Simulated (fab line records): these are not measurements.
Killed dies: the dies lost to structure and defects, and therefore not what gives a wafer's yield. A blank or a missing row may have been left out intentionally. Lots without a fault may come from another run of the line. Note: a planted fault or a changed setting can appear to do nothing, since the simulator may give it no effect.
fab line records | flow sky130
[record] lots = 13 | wafers = 37 | last_day = 50
route steps=708 shown LI_CONTACT@383 LOCAL_INTERCONNECT@389 PAD_OPEN@708
lots untouched by any fault: they come from a run of this same line in which no faults occurred
start_h: hours from the record's opening day to when the first of the lot's shown wafers began | wait_h: hours elapsed since this lot's preceding step | " same as the row above | L1.1+2: several wafers, shown together as one row | - no value, or no start given | * or withheld: withheld | < > ~ a bound
route shown NAME@n: a module of which the file shows steps, and the number in the route of the first | usual: average and standard deviation across the fault-free wafers | same: alike in all rows | chamber/n: place in a boat | sites: the reading at each site | _std_site: the values' standard deviation | _edge_site: mean of outer sites minus mean of inner sites | radius_mm: how far each site lies from the wafer's centre | mask NAME#n: copy n | behind: the most recent tool/chamber to have shaped the wafer | hold: reason for holding the lot/hours on hold/outcome of the hold | device: the transistor (n, p or np) that didn't switch | end of line: the route-end tests of the same wafers | where a step has no rows: the recipe by itself | killed: not the wafer's yield, but the dies lost to structure and defects at the first sort | map: a wafer's dies, marking killed ones x, the rest . and places with no die _
set.NAME: the setting the step ran with; set.NAME@STEP: the setting that earlier step ran with | model.NAME: the simulator's own value behind a step, which no gauge read
route steps across a sampled set of lots; one table per step, one row per wafer
services: from which hour (start_h, from the record's first day; less than 0 if before it) a tool's chamber was out of use, for how many hours, and why
[[steps]]
[step SKY_LI_CONTACT_CVD_21]
[recipe] material = W | target_thk_nm = 400 | time_s = 120.56 | temp_c = 400 | pressure_torr = 40
[usual] heater_power_w = 852/59 | susceptor_temp_C = 399.99/0.23
lot.wafer | tool     | chamber | start_h | wait_h | heater_power_w | susceptor_temp_C
L536.1    | cvd_w-01 | 1       | 707.11  | 0.0    | 901            | 399.80
L536.3    | "        | 0       | "       | "      | 752            | 400.03
L536.6    | "        | 1       | "       | "      | 901            | 399.61
L537.1    | cvd_w-02 | 1       | 707.61  | 0.0    | 843            | 399.84
L537.4    | "        | 1       | "       | "      | 835            | 400.13
L537.5    | "        | 0       | "       | "      | 904            | 399.97
L538.1    | cvd_w-01 | 0       | 733.11  | 0.0    | 766            | 399.90
L538.4    | "        | 1       | "       | "      | 869            | 399.90
L538.5    | "        | 1       | "       | "      | 888            | 399.92
L541.1    | cvd_w-02 | 1       | 735.61  | 0.0    | 885            | 399.76
L541.4    | "        | 0       | "       | "      | 906            | 399.80
L541.5    | "        | 1       | "       | "      | 839            | 399.96
L540.1    | cvd_w-02 | 1       | 749.13  | 0.0    | 849            | 399.92
L540.4    | "        | 1       | "       | "      | 868            | 399.45
L540.5    | "        | 1       | "       | "      | 865            | 399.66
L543.1    | cvd_w-01 | 1       | 763.46  | 0.0    | 870            | 400.21
L543.3    | "        | 0       | "       | "      | 784            | 400.06
L543.6    | "        | 1       | "       | "      | 885            | 400.11
L545.3    | cvd_w-01 | 1       | 771.36  | 0.1    | 884            | 400.42
L545.5    | "        | 1       | "       | "      | 861            | 400.02
L545.6    | "        | 0       | "       | "      | 771            | 400.31
L546.5    | cvd_w-02 | 0       | 802.96  | 0.1    | 902            | 400.42
L546.6    | "        | 1       | "       | "      | 842            | 400.38
L551.5    | cvd_w-02 | 0       | 804.14  | 0.1    | 920            | 399.83
L551.6    | "        | 1       | "       | "      | 869            | 400.08
L553.3    | cvd_w-02 | 1       | 822.87  | 0.1    | 851            | 399.95
L553.4    | "        | 0       | "       | "      | 925            | 400.21
L553.6    | "        | 1       | "       | "      | 866            | 399.83
L554.1    | cvd_w-01 | 0       | 824.27  | 0.0    | 749            | 400.42
L554.4    | "        | 0       | "       | "      | 756            | 400.04
L554.5    | "        | 1       | "       | "      | 897            | 399.76
L555.1    | cvd_w-01 | 1       | 825.27  | 0.0    | 864            | 399.74
L555.4    | "        | 1       | "       | "      | 895            | 399.71
L555.5    | "        | 0       | "       | "      | 763            | 400.33
L559.1    | cvd_w-02 | 0       | 853.72  | 0.0    | 897            | 399.49
L559.2    | "        | 1       | "       | "      | 845            | 400.03
L559.6    | "        | 1       | "       | "      | 873            | 400.18
[step SKY_LOCAL_INTERCONNECT_THK_MEAS_02]
[recipe] thk_meas_gauge = xrf | reads = TiN_of_LOCAL_INTERCONNECT_SPUTTER_00
[usual] LOCAL_INTERCONNECT_TIN_THK = 100.8/0.93
lot.wafer | tool          | chamber | start_h | wait_h | LOCAL_INTERCONNECT_TIN_THK[nm]
L536.1    | film_metro-04 | -       | 707.90  | 0.1    | 100.8
L536.3    | "             | -       | "       | "      | 100.5
L536.6    | "             | -       | "       | "      | 100.5
L537.1    | film_metro-02 | -       | 708.40  | 0.1    | 102.2
L537.4    | "             | -       | "       | "      | 101.6
L537.5    | "             | -       | "       | "      | 100.2
L538.1    | film_metro-01 | -       | 734.07  | 0.1    | 100.6
L538.4    | "             | -       | "       | "      | 101.0
L538.5    | "             | -       | "       | "      | 99.7
L541.1    | film_metro-01 | -       | 736.65  | 0.1    | 101.3
L541.4    | "             | -       | "       | "      | 100.9
L541.5    | "             | -       | "       | "      | 101.8
L540.1    | film_metro-04 | -       | 749.92  | 0.1    | 100.5
L540.4    | "             | -       | "       | "      | 101.4
L540.5    | "             | -       | "       | "      | 100.2
L543.1    | film_metro-01 | -       | 764.25  | 0.1    | 100.3
L543.3    | "             | -       | "       | "      | 100.6
L543.6    | "             | -       | "       | "      | 101.5
L545.3    | film_metro-01 | -       | 772.13  | 0.1    | 100.3
L545.5    | "             | -       | "       | "      | 100.5
L545.6    | "             | -       | "       | "      | 100.5
L546.5    | film_metro-02 | -       | 803.71  | 0.1    | 101.7
L546.6    | "             | -       | "       | "      | 100.6
L551.5    | film_metro-01 | -       | 804.89  | 0.1    | 101.0
L551.6    | "             | -       | "       | "      | 100.3
L553.3    | film_metro-04 | -       | 823.64  | 0.1    | 100.7
L553.4    | "             | -       | "       | "      | 100.7
L553.6    | "             | -       | "       | "      | 102.0
L554.1    | film_metro-02 | -       | 825.06  | 0.1    | 100.8
L554.4    | "             | -       | "       | "      | 100.4
L554.5    | "             | -       | "       | "      | 102.0
L555.1    | film_metro-04 | -       | 826.06  | 0.1    | 101.6
L555.4    | "             | -       | "       | "      | 101.5
L555.5    | "             | -       | "       | "      | 101.8
L559.1    | film_metro-04 | -       | 854.51  | 0.1    | 101.7
L559.2    | "             | -       | "       | "      | 101.2
L559.6    | "             | -       | "       | "      | 101.6
[step SKY_LOCAL_INTERCONNECT_EXPOSE_08]
[recipe] mask_id = LI1M | na = 0.8 | source_shape = annular | sigma_inner = 0.55 | sigma_outer = 0.85 | target_cd_nm = 170 | dose_mj = 28
lot.wafer  | tool           | chamber | start_h | wait_h | mask
L536.1+3+6 | krf_scanner-01 | 0       | 722.00  | -      | LI1M#0
L537.1+4+5 | krf_scanner-01 | 0       | 722.44  | -      | LI1M#0
L538.1+4+5 | krf_scanner-01 | 0       | 748.60  | -      | LI1M#0
L541.1+4+5 | krf_scanner-01 | 0       | 751.30  | -      | LI1M#0
L540.1+4+5 | krf_scanner-02 | 0       | 763.97  | -      | LI1M#0
L543.1+3+6 | krf_scanner-02 | 0       | 777.22  | -      | LI1M#0
L545.3+5+6 | krf_scanner-02 | 0       | 785.68  | -      | LI1M#0
L546.5+6   | krf_scanner-02 | 0       | 818.05  | -      | LI1M#0
L551.5+6   | krf_scanner-02 | 0       | 818.95  | -      | LI1M#0
L553.3+4+6 | krf_scanner-01 | 0       | 837.57  | -      | LI1M#0
L554.1+4+5 | krf_scanner-01 | 0       | 838.75  | -      | LI1M#0
L555.1+4+5 | krf_scanner-01 | 0       | 839.74  | -      | LI1M#0
L559.1+2+6 | krf_scanner-01 | 0       | 868.58  | -      | LI1M#0
[step SKY_LOCAL_INTERCONNECT_CD_MEAS_11]
[recipe] target_cd_nm = 170
[usual] cd_nm = 170.4/1.6
lot.wafer | tool      | chamber | start_h | wait_h | cd_nm
L536.1    | cd_sem-01 | -       | 734.54  | -      | 167.2
L536.3    | "         | -       | "       | "      | 169.1
L536.6    | "         | -       | "       | "      | 167.9
L537.1    | cd_sem-02 | -       | 735.25  | -      | 171.0
L537.4    | "         | -       | "       | "      | 170.1
L537.5    | "         | -       | "       | "      | 170.8
L538.1    | cd_sem-02 | -       | 762.54  | -      | 167.5
L538.4    | "         | -       | "       | "      | 167.4
L538.5    | "         | -       | "       | "      | 167.9
L541.1    | cd_sem-02 | -       | 764.50  | -      | 169.5
L541.4    | "         | -       | "       | "      | 169.3
L541.5    | "         | -       | "       | "      | 170.1
L540.1    | cd_sem-02 | -       | 776.55  | -      | 169.8
L540.4    | "         | -       | "       | "      | 169.1
L540.5    | "         | -       | "       | "      | 170.3
L543.1    | cd_sem-01 | -       | 789.34  | -      | 171.2
L543.3    | "         | -       | "       | "      | 169.9
L543.6    | "         | -       | "       | "      | 170.3
L545.3    | cd_sem-01 | -       | 796.93  | -      | 172.5
L545.5    | "         | -       | "       | "      | 172.8
L545.6    | "         | -       | "       | "      | 171.8
L546.5    | cd_sem-01 | -       | 829.77  | -      | 138.7
L546.6    | "         | -       | "       | "      | 169.8
L551.5    | cd_sem-01 | -       | 831.33  | -      | 138.8
L551.6    | "         | -       | "       | "      | 169.7
L553.3    | cd_sem-01 | -       | 849.09  | -      | 170.2
L553.4    | "         | -       | "       | "      | 169.5
L553.6    | "         | -       | "       | "      | 169.1
L554.1    | cd_sem-01 | -       | 850.19  | -      | 171.7
L554.4    | "         | -       | "       | "      | 169.7
L554.5    | "         | -       | "       | "      | 170.1
L555.1    | cd_sem-01 | -       | 852.25  | -      | 171.9
L555.4    | "         | -       | "       | "      | 172.6
L555.5    | "         | -       | "       | "      | 173.3
L559.1    | cd_sem-01 | -       | 881.27  | -      | 169.4
L559.2    | "         | -       | "       | "      | 170.8
L559.6    | "         | -       | "       | "      | 170.9
[step SKY_LOCAL_INTERCONNECT_METAL_ETCH_14]
[recipe] target_depth_nm = 110 | stop_on = PSG | chemistry = Cl2/BCl3 | target = TiN | resist_sidewall_deg = 88 | pressure_mtorr = 10 | icp_w = 900 | bias_w = 48.5 | Cl2_flow_sccm = 60 | bcl3_flow_sccm = 30 | time_s = 31.4
[usual] drypump_motor_current_A = 5.93/0.27 | oes_product_au = 0.942/0.007 | throttle_valve_pct = 21.902/0.0094
lot.wafer | tool         | chamber | start_h | wait_h | drypump_motor_current_A | oes_product_au | rf_hours_counter_h | throttle_valve_pct
L536.1    | rie_metal-02 | 1       | 734.76  | 0.0    | 5.66                    | 0.950          | 13                 | 21.889
L536.3    | "            | 1       | "       | "      | 5.61                    | 0.944          | -                  | 21.910
L536.6    | "            | 1       | "       | "      | 5.66                    | 0.938          | -                  | 21.912
L537.1    | rie_metal-04 | 1       | 735.46  | 0.0    | 5.76                    | 0.951          | 14                 | 21.885
L537.4    | "            | 1       | "       | "      | 5.76                    | 0.944          | -                  | 21.903
L537.5    | "            | 0       | "       | "      | 5.75                    | 0.942          | -                  | 21.909
L538.1    | rie_metal-04 | 0       | 762.76  | 0.0    | 5.75                    | 0.941          | 12                 | 21.898
L538.4    | "            | 1       | "       | "      | 5.78                    | 0.950          | -                  | 21.914
L538.5    | "            | 0       | "       | "      | 5.73                    | 0.938          | -                  | 21.900
L541.1    | rie_metal-02 | 0       | 764.74  | 0.1    | 6.13                    | 0.946          | 12                 | 21.897
L541.4    | "            | 0       | "       | "      | 6.14                    | 0.948          | -                  | 21.890
L541.5    | "            | 1       | "       | "      | 5.65                    | 0.953          | -                  | 21.898
L540.1    | rie_metal-04 | 0       | 776.76  | 0.0    | 5.75                    | 0.928          | 13                 | 21.917
L540.4    | "            | 0       | "       | "      | 5.73                    | 0.946          | -                  | 21.913
L540.5    | "            | 1       | "       | "      | 5.78                    | 0.939          | -                  | 21.903
L543.1    | rie_metal-02 | 0       | 789.56  | 0.0    | 6.16                    | 0.946          | 13                 | 21.906
L543.3    | "            | 1       | "       | "      | 5.64                    | 0.942          | -                  | 21.889
L543.6    | "            | 1       | "       | "      | 5.64                    | 0.951          | -                  | 21.893
L545.3    | rie_metal-03 | 0       | 797.13  | 0.0    | 5.80                    | 0.953          | -                  | 21.914
L545.5    | "            | 1       | "       | "      | 6.36                    | 0.934          | -                  | 21.908
L545.6    | "            | 0       | "       | "      | 5.81                    | 0.937          | -                  | 21.910
L546.5    | rie_metal-02 | 1       | 829.95  | 0.0    | 5.66                    | 0.943          | -                  | 21.891
L546.6    | "            | 0       | "       | "      | 6.13                    | 0.937          | -                  | 21.906
L551.5    | rie_metal-04 | 1       | 831.51  | 0.0    | 5.77                    | 0.940          | -                  | 21.900
L551.6    | "            | 0       | "       | "      | 5.74                    | 0.952          | -                  | 21.906
L553.3    | rie_metal-03 | 1       | 849.29  | 0.0    | 6.40                    | 0.935          | -                  | 21.891
L553.4    | "            | 0       | "       | "      | 5.87                    | 0.940          | -                  | 21.912
L553.6    | "            | 0       | "       | "      | 5.85                    | 0.945          | -                  | 21.909
L554.1    | rie_metal-03 | 0       | 850.41  | 0.0    | 5.83                    | 0.930          | 0                  | 21.898
L554.4    | "            | 1       | "       | "      | 6.37                    | 0.929          | -                  | 21.902
L554.5    | "            | 1       | "       | "      | 6.37                    | 0.940          | -                  | 21.894
L555.1    | rie_metal-04 | 0       | 852.47  | 0.0    | 5.76                    | 0.938          | 16                 | 21.891
L555.4    | "            | 0       | "       | "      | 5.74                    | 0.935          | -                  | 21.886
L555.5    | "            | 0       | "       | "      | 5.74                    | 0.946          | -                  | 21.901
L559.1    | rie_metal-02 | 0       | 881.55  | 0.1    | 6.14                    | 0.943          | 17                 | 21.905
L559.2    | "            | 0       | "       | "      | 6.15                    | 0.940          | -                  | 21.896
L559.6    | "            | 0       | "       | "      | 6.14                    | 0.943          | -                  | 21.904
[step SKY_PAD_OPEN_PROBE_99]
[usual] killed_at_M0_to_M3 = 44/6.9 | killed_at_M4_up = 3.3/1.7 | killed_at_contacts = 24/5.5 | killed_at_front_end = 16/4.5 | killed_at_other = 0.2/0.46 | killed_dies = 87/9.1 | killed_open = 48/7.3 | killed_short = 39/6.2
[same] gross_dies = 492 | killed_at_back_side = 0
lot.wafer | tool      | chamber | start_h | wait_h | killed_at_M0_to_M3 | killed_at_M4_up | killed_at_contacts | killed_at_front_end | killed_at_other | killed_dies | killed_open | killed_short
L538.1    | prober-02 | -       | 1117.64 | 0.1    | 37                 | 1               | 24                 | 14                  | 0               | 76          | 40          | 34
L538.4    | prober-02 | -       | 1117.79 | 0.2    | 39                 | 5               | 24                 | 21                  | 1               | 90          | 49          | 39
L538.5    | prober-02 | -       | 1117.84 | 0.2    | 44                 | 5               | 22                 | 19                  | 0               | 90          | 45          | 45
L551.5    | prober-01 | -       | 1169.62 | 0.2    | 47                 | 5               | 283                | 17                  | 0               | 352         | 52          | 46
L551.6    | prober-01 | -       | 1169.67 | 0.2    | 51                 | 2               | 34                 | 15                  | 0               | 102         | 62          | 40
// killed by level:class
L538.1 VIA1:geometric_particle:open=13 FIELD_ISO:geometric_particle:short=7 CONTACT:geometric_particle:open=7 LI_CONTACT:geometric_particle:open=6 CONTACT:geometric_particle:short=6 METAL1:geometric_particle:short=5 VIA2:geometric_particle:short=4 VIA3:geometric_particle:open=4
L538.4 CONTACT:geometric_particle:open=10 METAL2:geometric_particle:short=8 VIA1:geometric_particle:open=7 VIA2:geometric_particle:open=6 FIELD_ISO:geometric_particle:open=5 LI_CONTACT:geometric_particle:open=5 FIELD_ISO:geometric_particle:short=4 SPACER:geometric_particle:open=4
L538.5 VIA1:geometric_particle:open=10 LI_CONTACT:geometric_particle:open=8 METAL2:geometric_particle:short=7 METAL1:geometric_particle:short=7 POLY_GATE:geometric_particle:short=6 CONTACT:geometric_particle:open=5 LOCAL_INTERCONNECT:geometric_particle:short=4 VIA2:geometric_particle:open=4
L551.5 LOCAL_INTERCONNECT:area_expose=254 CONTACT:geometric_particle:open=12 VIA1:geometric_particle:open=9 VIA3:geometric_particle:open=8 VIA1:geometric_particle:short=6 VIA2:geometric_particle:short=6 METAL4:geometric_particle:short=5 LI_CONTACT:geometric_particle:short=5
L551.6 CONTACT:geometric_particle:open=15 VIA1:geometric_particle:open=14 LI_CONTACT:geometric_particle:open=10 VIA2:geometric_particle:short=7 METAL2:geometric_particle:short=6 VIA3:geometric_particle:open=6 LOCAL_INTERCONNECT:geometric_particle:short=5 FIELD_ISO:geometric_particle:open=4
[[services]]
tool           | chamber | start_h | hours | kind
krf_scanner-01 | -       | 692.61  | 1.0   | pm
krf_scanner-02 | -       | 714.56  | 0.5   | repair
krf_scanner-02 | -       | 715.08  | 2.1   | repair
krf_scanner-01 | -       | 724.85  | 0.2   | repair
krf_scanner-01 | -       | 752.08  | 0.8   | pm
krf_scanner-02 | -       | 764.97  | 1.1   | repair
krf_scanner-02 | -       | 775.82  | 1.0   | repair
krf_scanner-02 | -       | 779.71  | 1.3   | pm
krf_scanner-02 | -       | 787.96  | 10.1  | repair
krf_scanner-02 | -       | 792.37  | 0.8   | repair
krf_scanner-02 | -       | 798.10  | 0.8   | pm
krf_scanner-02 | -       | 798.85  | 1.0   | pm
krf_scanner-01 | -       | 799.93  | 1.3   | pm
krf_scanner-01 | -       | 815.83  | 0.6   | repair
krf_scanner-02 | -       | 823.45  | 0.6   | repair
rie_metal-02   | -       | 826.27  | 0.3   | repair
krf_scanner-02 | -       | 826.94  | 0.8   | repair
cvd_w-02       | -       | 827.84  | 0.3   | repair
krf_scanner-02 | -       | 834.35  | 4.0   | pm
krf_scanner-02 | -       | 838.37  | 7.2   | pm
krf_scanner-01 | -       | 842.00  | 0.2   | repair
krf_scanner-01 | -       | 855.79  | 6.1   | repair
cvd_w-01       | -       | 856.22  | 0.8   | repair
krf_scanner-01 | -       | 861.89  | 1.0   | pm
[[key]]
[first_sign] step = SKY_LOCAL_INTERCONNECT_CD_MEAS_11 | reading = cd_nm | direction = down | sigmas = 20 | usual = 170.4 | struck = 138.8
[effect] step = SKY_PAD_OPEN_PROBE_99 | reading = killed_at_contacts | direction = up | sigmas = 47 | usual = 24 | struck = 283
[more_kills_born_at] SKY_LOCAL_INTERCONNECT_EXPOSE_08@krf_scanner-02 = 254
met_at SKY_LOCAL_INTERCONNECT_EXPOSE_08
struck_lots L546,L551
struck_wafers L546.5,L551.5
later_rows_left_out L546.5,L551.5
sort_left_out L546.5
tester_left_out L546,L551
not_acting_at SKY_LI_CONTACT_CVD_21,SKY_LOCAL_INTERCONNECT_THK_MEAS_02,SKY_LOCAL_INTERCONNECT_METAL_ETCH_14
onset_between 785.68 818.05
[fault] kind = process_parameter_drift | tool = krf_scanner-02 | chamber = - | onset_h = 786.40 | steps = SKY_LOCAL_INTERCONNECT_EXPOSE_08 | channel = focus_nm | offset = 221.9 | shape = step | end_h = 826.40 | scope = struck_wafers_only
// tester_left_out: of these lots the tester's yield and bins aren't shown, on N5 and GAA mostly nor the transistor test; their killed dies are dies lost to structure and defects alone, not to doping, threshold or leakage, so they don't give the yield
// sort_left_out: the simulated sort isn't trusted on such a fault, so these wafers' sort isn't shown, and their yield isn't known
// later_rows_left_out: the simulator's readings of these wafers behind a module that went badly wrong aren't trusted and aren't shown, but for the sort
